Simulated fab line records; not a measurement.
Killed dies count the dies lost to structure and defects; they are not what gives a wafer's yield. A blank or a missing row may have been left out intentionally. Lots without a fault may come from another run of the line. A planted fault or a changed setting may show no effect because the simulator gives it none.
Which tool is to blame? | flow gf180mcu | Sampling: 13 lots, 39 wafers, 5 of 602 route steps

## WHAT THE GAUGES READ, wafer by wafer
GF_VT_IMPLANT_OVL_MEAS_29. Usual: VT_IMPLANT_02_OVL gives 0.5 nm (standard deviation 1.4).
lot  | measured     | on         | VT_IMPLANT_02_OVL (nm)              | flag
L914 | day 6 18:41  | overlay-01 | -0.2 0.2 0.0                        |
L915 | day 7 03:29  | overlay-02 | 2.5 0.5 -0.7                        |
L916 | day 7 10:14  | overlay-02 | 0.1 1.9 -0.4                        |
L917 | day 7 17:26  | overlay-02 | 1.6 1.1 0.2                         |
L918 | day 7 22:44  | overlay-02 | -1.5 0.3 0.3                        |
L919 | day 8 06:09  | overlay-01 | -0.4 -0.9 0.6                       |
L920 | day 8 12:47  | overlay-02 | 0.2 -0.7 -0.1                       |
L921 | day 8 20:45  | overlay-02 | 0.8 1.5 1.0                         |
L923 | day 9 10:29  | overlay-02 | 0.0 0.2 1.2                         |
L929 | day 10 23:23 | overlay-01 | 289.3 289.2 291.1 288.1 288.2 289.3 | OFF
L930 | day 11 02:53 | overlay-02 | 292.3 292.6 293.7 291.0 291.0 292.3 | OFF
L931 | day 11 14:44 | overlay-01 | -0.6 1.0 -2.5                       |
L934 | day 12 08:56 | overlay-01 | -1.2 -1.7 -1.4                      |

GF_M1_RS_MEAS_05: the measuring method here is four-point-probe. Usual: M1_ALCU_RS gives 0.0697 ohm/sq (standard deviation 0.0006).
lot  | measured     | on            | M1_ALCU_RS (ohm/sq)  | flag
L914 | day 16 00:22 | film_metro-02 | 0.0698 0.0700 0.0702 |
L915 | day 16 13:46 | film_metro-03 | 0.0699 0.0699 0.0695 |
L916 | day 16 23:46 | film_metro-01 | 0.0694 0.0691 0.0699 |
L917 | day 17 06:38 | film_metro-01 | 0.0693 0.0700 0.0697 |
L918 | day 17 12:33 | film_metro-03 | 0.0698 0.0698 0.0700 |
L919 | day 18 02:09 | film_metro-03 | 0.0693 0.0695 0.0691 |
L920 | day 18 10:40 | film_metro-01 | 0.0684 0.0688 0.0684 |
L921 | day 18 23:17 | film_metro-01 | 0.0695 0.0694 0.0692 |
L923 | day 19 19:08 | film_metro-02 | 0.0703 0.0695 0.0695 |
L931 | day 22 10:25 | film_metro-02 | 0.0700 0.0700 0.0698 |
L934 | day 23 11:31 | film_metro-02 | 0.0695 0.0694 0.0695 |

GF_V1_BOW_MEAS_05. Usual: V1_BOW gives 82 um (standard deviation 7.2).
lot  | measured     | on            | V1_BOW (um) | flag
L914 | day 17 00:31 | film_metro-03 | 77 83 79    |
L915 | day 17 13:39 | film_metro-02 | 83 81 86    |
L916 | day 18 00:14 | film_metro-04 | 68 75 79    |
L917 | day 18 06:55 | film_metro-03 | 87 89 88    |
L918 | day 18 13:28 | film_metro-02 | 67 72 86    |
L919 | day 19 03:05 | film_metro-04 | 86 88 77    |
L920 | day 19 12:20 | film_metro-04 | 91 79 73    |
L921 | day 20 00:43 | film_metro-02 | 74 71 83    |
L923 | day 20 20:46 | film_metro-03 | 90 89 89    |
L931 | day 23 10:16 | film_metro-03 | 84 94 90    |
L934 | day 24 10:54 | film_metro-04 | 86 78 86    |

## TOOL THAT RAN EACH LOT (tool first, then ch and the chambers of the sampled wafers, then the start)
lot  | GF_VT_IMPLANT_EXPOSE_26             | GF_M1_METAL_ETCH_16
L914 | iline_stepper-02 ch 0, day 6 11:08  | rie_metal-03 ch 0, day 16 23:10
L915 | iline_stepper-01 ch 0, day 6 19:34  | rie_metal-04 ch 0,1, day 17 12:24
L916 | iline_stepper-02 ch 0, day 7 02:14  | rie_metal-01 ch 0,1, day 17 22:53
L917 | iline_stepper-02 ch 0, day 7 09:56  | rie_metal-04 ch 0,1, day 18 05:41
L918 | iline_stepper-01 ch 0, day 7 14:31  | rie_metal-01 ch 0,1, day 18 11:53
L919 | iline_stepper-02 ch 0, day 7 22:07  | rie_metal-04 ch 0,1, day 19 01:23
L920 | iline_stepper-01 ch 0, day 8 04:40  | rie_metal-01 ch 0,1, day 19 11:05
L921 | iline_stepper-01 ch 0, day 8 12:11  | rie_metal-04 ch 1, day 19 23:23
L923 | iline_stepper-01 ch 0, day 9 02:01  | rie_metal-01 ch 0,1, day 20 19:29
L929 | iline_stepper-02 ch 0, day 10 14:25 | -
L930 | iline_stepper-02 ch 0, day 10 18:18 | -
L931 | iline_stepper-01 ch 0, day 11 05:43 | rie_metal-01 ch 0,1, day 23 09:03
L934 | iline_stepper-01 ch 0, day 11 23:40 | rie_metal-04 ch 0,1, day 24 09:38
- GF_VT_IMPLANT_EXPOSE_26: exposes mask LVPWELL HV AREA, target cd 860 nm.
- GF_M1_METAL_ETCH_16: etches the open film in Cl2/BCl3, stops on SiO2, target depth 750.8 nm, time 125.1 s.

## AS READ BY THE TOOLS THEMSELVES (means over the sampled wafers that have a number; for cases with no such wafer, the mark the record gives instead)
GF_VT_IMPLANT_EXPOSE_26. Usual: focus_offset_nm 0.0 nm, standard deviation 0.63; stage_vel_mm_s 499.98 mm/s, standard deviation 0.28.
lot  | tool             | focus_offset_nm (nm) | stage_vel_mm_s (mm/s) | flag
L914 | iline_stepper-02 | -0.3                 | 500.21                |
L915 | iline_stepper-01 | 0.7                  | 500.09                |
L916 | iline_stepper-02 | 0.7                  | 500.10                |
L917 | iline_stepper-02 | 0.4                  | 500.44                |
L918 | iline_stepper-01 | 0.4                  | 499.93                |
L919 | iline_stepper-02 | -0.8                 | 500.16                |
L920 | iline_stepper-01 | 0.1                  | 499.93                |
L921 | iline_stepper-01 | 0.2                  | 500.04                |
L923 | iline_stepper-01 | -0.6                 | 499.73                |
L929 | iline_stepper-02 | -0.5                 | 499.82                |
L930 | iline_stepper-02 | -0.1                 | 499.99                |
L931 | iline_stepper-01 | 1.2                  | 499.42                |
L934 | iline_stepper-01 | 0.1                  | 500.51                |

GF_M1_METAL_ETCH_16. Usual: chamber_pressure_mTorr 8.000 mTorr, standard deviation 0.0071; drypump_motor_current_A 6.0 A, standard deviation 0.45; oes_product_au 0.990 a.u., standard deviation 0.0061; throttle_valve_pct 28.229 %, standard deviation 0.0094.
lot  | tool         | chamber_pressure_mTorr (mTorr) | drypump_motor_current_A (A) | oes_product_au (a.u.) | throttle_valve_pct (%) | flag
L914 | rie_metal-03 | 8.002                          | 5.8                         | 0.986                 | 28.232                 |
L915 | rie_metal-04 | 7.996                          | 5.9                         | 0.988                 | 28.232                 |
L916 | rie_metal-01 | 7.999                          | 6.4                         | 0.991                 | 28.225                 |
L917 | rie_metal-04 | 8.002                          | 5.8                         | 0.983                 | 28.235                 |
L918 | rie_metal-01 | 7.999                          | 6.1                         | 0.992                 | 28.227                 |
L919 | rie_metal-04 | 7.992                          | 5.8                         | 0.987                 | 28.233                 |
L920 | rie_metal-01 | 8.006                          | 6.1                         | 0.988                 | 28.223                 |
L921 | rie_metal-04 | 8.003                          | 5.6                         | 0.987                 | 28.232                 |
L923 | rie_metal-01 | 7.993                          | 6.4                         | 0.988                 | 28.230                 |
L931 | rie_metal-01 | 8.006                          | 6.4                         | 0.999                 | 28.220                 |
L934 | rie_metal-04 | 7.994                          | 5.9                         | 0.986                 | 28.230                 |

## THE ANSWER, worked out from the rows above alone
Rule: a lot counts as off when the mean over its wafers that have a number is more than 3 standard deviations away from the usual mean. Also off: a lot with no number at a reading for which 4 or more lots have one. All remaining lots with rows at the step are treated as sound. First the gauges in route order, then the tools' own readings, where a lot's mean is used as printed above. The first step at which some lot is off is used, and at that step the reading that is off furthest; a lot without a number counts as furthest.
Off: L929, L930, at GF_VT_IMPLANT_OVL_MEAS_29 (VT_IMPLANT_02_OVL).
A tool fits if, at a process step before that reading, it ran every lot that is off, and no sound lot after the first of them. The gauges at GF_VT_IMPLANT_OVL_MEAS_29 are tried like those tools. One candidate fits, namely iline_stepper-02 at GF_VT_IMPLANT_EXPOSE_26. Its last sound lot is L919 (day 7 22:07), its first lot that is off L929 (day 10 14:25): a fault that began between those two fits.

## WHAT THE SIMULATOR HAD PUT IN
Scanner matching overlay: iline_stepper-02, from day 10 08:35 on, at GF_VT_IMPLANT_EXPOSE_26. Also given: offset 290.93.
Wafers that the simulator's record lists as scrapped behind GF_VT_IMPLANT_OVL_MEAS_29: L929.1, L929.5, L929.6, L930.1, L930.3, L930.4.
Shown lots that were struck: L929, L930. This agrees with what the rule above found.
